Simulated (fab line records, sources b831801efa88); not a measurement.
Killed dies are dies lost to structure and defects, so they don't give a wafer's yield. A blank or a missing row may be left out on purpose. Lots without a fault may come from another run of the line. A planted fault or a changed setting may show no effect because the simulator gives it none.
A struck lot beside a sound one | flow gf180mcu | 20 steps out of a route of 602
Sound: wafers L265.2, L265.3, L265.4. Struck: wafers L269.1, L269.3, L269.4. The cause comes at the end.
At each step with rows: each side's tool, then ch and its chambers, then its first start. Under that, the readings that differ: sound wafers | struck wafers | difference of the means | sigmas: that difference in standard deviations of wafers without a fault.
alike: readings whose means differ by less than 2 such deviations, and words and numbers that are the same on both sides. not compared: withheld readings, readings that some wafer has no value for, bounds like >300 that may hide the same value, and numbers for which the record gives no deviation and whose values overlap.
The two part at a step that has a row with sigmas, a row that says differs or no value, or rows on one side only. Numbers that don't overlap but have no deviation are shown without sigmas and don't part them. A reading that every wafer of one side lacks parts them only if that side has two wafers or more.

first, 1 step without rows for these wafers: GF_NSD_IMPLANT_10.
GF_NSD_STRIP_11: strips in O2/N2.
  sound on plasma_asher-03 ch 0,1, day 13 11:46; struck on plasma_asher-02 ch 0,1, day 14 17:37
  alike: drypump_motor_current_A, heater_power_w, n2_flow_sccm, oes_product_au, strip_time_to_endpoint_s
  not compared: rf_hours_counter_h
GF_NSD_TW_MEAS_12:
  sound on film_metro-02, day 13 11:52; struck on film_metro-04, day 14 17:43
  alike: NSD_TW
then, 7 steps without rows for these wafers: GF_PSD_DEHYDRATE_00 (time 60 s); GF_PSD_HMDS_01 (prime time 60 s); GF_PSD_COAT_02 (resist thk 1000 nm); GF_PSD_SOFTBAKE_03 (time 60 s); GF_PSD_EXPOSE_04 (exposes mask Pplus, target cd 400 nm); GF_PSD_PEB_05; GF_PSD_DEVELOP_06 (develop time 60 s).
GF_PSD_CD_MEAS_07: target cd 400 nm.
  sound on cd_sem-02, day 14 08:20; struck on cd_sem-02, day 15 14:05
  alike: cd_nm
GF_PSD_OVL_MEAS_08:
  sound on overlay-01, day 14 08:27; struck on overlay-01, day 15 14:13
  alike: PSD_OVL
GF_PSD_IMPLANT_09:
  sound on implanter-04 ch 0, day 14 08:30; struck on implanter-04 ch 0, day 15 14:15
  reading                   | sound             | struck            | difference | sigmas
  implant_ion_amu           | 49 49 49          | 75 75 75          | +26        |
  model.implant.drp_nm (nm) | 15.87 15.87 15.87 | 11.92 11.92 11.92 | -3.95      |
  model.implant.rp_nm (nm)  | 30.12 30.12 30.12 | 26.57 26.57 26.57 | -3.55      |
  alike: dose_ions_cm2
GF_PSD_STRIP_10: strips in O2/N2.
  sound on plasma_asher-03 ch 0,1, day 14 08:38; struck on plasma_asher-03 ch 0,1, day 15 14:24
  alike: drypump_motor_current_A, heater_power_w, n2_flow_sccm, oes_product_au, strip_time_to_endpoint_s
  not compared: rf_hours_counter_h
GF_PSD_TW_MEAS_11:
  sound on film_metro-03, day 14 08:44; struck on film_metro-04, day 15 14:30
  reading | sound          | struck         | difference | sigmas
  PSD_TW  | 3144 3164 3151 | 3699 3709 3701 | +550       | +20
then, 1 step without rows for these wafers: GF_PSD_CLEAN_12 (cleans in SC1/SC2, time 150 s).
GF_PSD_RTA_13: time 20 s.
  sound on rtp_anneal-02 ch 0, day 14 08:52; struck on rtp_anneal-02 ch 0, day 15 14:37
  alike: lamp_power_pct, wafer_temp_C_max
GF_PSD_RS_MEAS_14: measures by four-point-probe.
  sound on film_metro-03, day 14 08:57; struck on film_metro-03, day 15 14:41
  alike: NSD_RS
GF_PSD_RS_MEAS_15: measures by four-point-probe.
  sound on film_metro-03, day 14 09:04; struck on film_metro-03, day 15 14:49
  reading         | sound                | struck            | difference | sigmas
  PSD_RS (ohm/sq) | 108.48 108.47 108.60 | 52.25 52.20 52.17 | -56.31     | -99 or more
GF_SAB_CVD_00: deposits SiO2 from TEOS, target thk 50 nm, time 4.9302 s.
  sound on pecvd-03 ch 0,1, day 14 09:10; struck on pecvd-04 ch 1,2, day 15 14:56
  alike: heater_power_w

WHERE THEY PART
First at GF_PSD_TW_MEAS_11; last, within this record, at GF_PSD_RS_MEAS_15. Later steps at which nothing parts them and some readings are alike: GF_SAB_CVD_00.

WHY: what the simulator had put in
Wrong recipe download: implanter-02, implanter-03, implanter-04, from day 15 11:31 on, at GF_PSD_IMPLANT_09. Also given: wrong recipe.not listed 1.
